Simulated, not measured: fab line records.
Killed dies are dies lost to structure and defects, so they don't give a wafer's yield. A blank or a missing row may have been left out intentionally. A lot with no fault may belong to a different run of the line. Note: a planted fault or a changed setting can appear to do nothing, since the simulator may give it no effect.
Code-filled problem report in 8D (eight disciplines) form | flow gf180mcu | the parts of the form that need people (team, actions taken, sign-off) are left out

## 1. WHAT WENT WRONG
CONTACT_W_RS at GF_CONTACT_RS_MEAS_25 reads a mean of 0.336 ohm/sq on 2 wafers of 2 lots; wafers without a fault read 0.381 ohm/sq with a standard deviation of 0.0068. That is -6.7 standard deviations from the usual mean.
The step: measures by four-point-probe.
Earliest sighting: wafer L597.3 on film_metro-04 at day 17 11:50. At this step, 36 wafers from 12 lots have a number in the record. Rule for "out" (also "out of limits"): further than 4 standard deviations from the usual mean. The rest of the wafers with a number are treated as sound.

## 2. WHAT IT IS; WHAT IT IS NOT
question                    | is                           | is not
which readings at this step | CONTACT_W_RS                 | -
which lots                  | L597, L598                   | L593, L594, L596, L606, L609, L610, L611, L613, L615, L616
which wafers of those lots  | L597.3, L598.3               | L597.1, L597.4, L598.1, L598.5
read on which gauges        | film_metro-03, film_metro-04 | film_metro-02
when                        | from day 17 11:50            | up to then (11 sound wafers); but 23 sound wafers of L598, L606, L609, L610, L611, L613, L615, L616 came after

## 3. THE SUSPECTS, EACH WITH WHAT RULES IT OUT
Counting: if a tool at a process step up to the reading ran every lot that is out, it stays a suspect. Sound lots after the first of them don't rule it out here, since some wafers of a struck lot are sound.
- ruled out: the gauge at GF_CONTACT_RS_MEAS_25. The wafers that are out were read on 2 gauges (film_metro-03, film_metro-04).
- cvd_w-02 at GF_CONTACT_CVD_24 (deposits W, target thk 300 nm, time 90.339 s): kept. Every lot that is out went through it, the first being L597 (day 17 11:44); the last sound lot it ran before that was L596 (day 16 23:43).
Remaining after the count: cvd_w-02 at GF_CONTACT_CVD_24.

## 4. THE CAUSE (what the simulator had put in)
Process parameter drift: cvd_w-02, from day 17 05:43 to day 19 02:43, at GF_CONTACT_CVD_24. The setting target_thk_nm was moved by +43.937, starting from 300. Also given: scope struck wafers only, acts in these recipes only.
Only this tool survived the counting.

## 5. THE EFFECT CHAIN, in route order
Each row: a reading where the mean over the struck wafers with a number is more than 3 standard deviations away from the usual. Only readings whose record carries a usual standard deviation are examined. hours: median over the lots of the time between each lot's start at the first step of this table that gives one and its start at this step. sigmas: the change, counted in usual standard deviations.
hours | step                   | reading            | usual        | on struck wafers | change | sigmas
0     | GF_CONTACT_RS_MEAS_25  | CONTACT_W_RS       | 0.381 ohm/sq | 0.336            | -0.045 | -6.7
0     | GF_CONTACT_THK_MEAS_26 | CONTACT_W_THK      | 306 nm       | 347              | +41    | +6.6
0     | GF_CONTACT_CMP_27      | time_to_endpoint_s | 71.0 s       | 82.1             | +11.1  | +4.3
Its process steps:
- GF_CONTACT_CMP_27: polishes, stops on SiO2, t overpolish 15 s, target thk 0 nm.
At these later measuring or inspecting steps, every struck wafer for which the step has a row has a number for every such reading, and none has moved that far: GF_M1_CD_MEAS_14, GF_V1_THK_MEAS_03.

## 6. HOW IT WOULD HAVE BEEN CAUGHT EARLIER
6 hours passed between the start of the fault at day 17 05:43 and the first reading out of limits at a measuring or inspecting step in this record, taken at day 17 11:50.
Of the tool readings at GF_CONTACT_CVD_24 for which the record gives a usual standard deviation, none was out on any struck wafer, so an alarm limit of 4 standard deviations on them would not have fired.
Of the lots that are out (2), L598 began GF_CONTACT_CVD_24 on cvd_w-02 after day 17 11:50. Had the tool been put on hold then, it would have been spared.
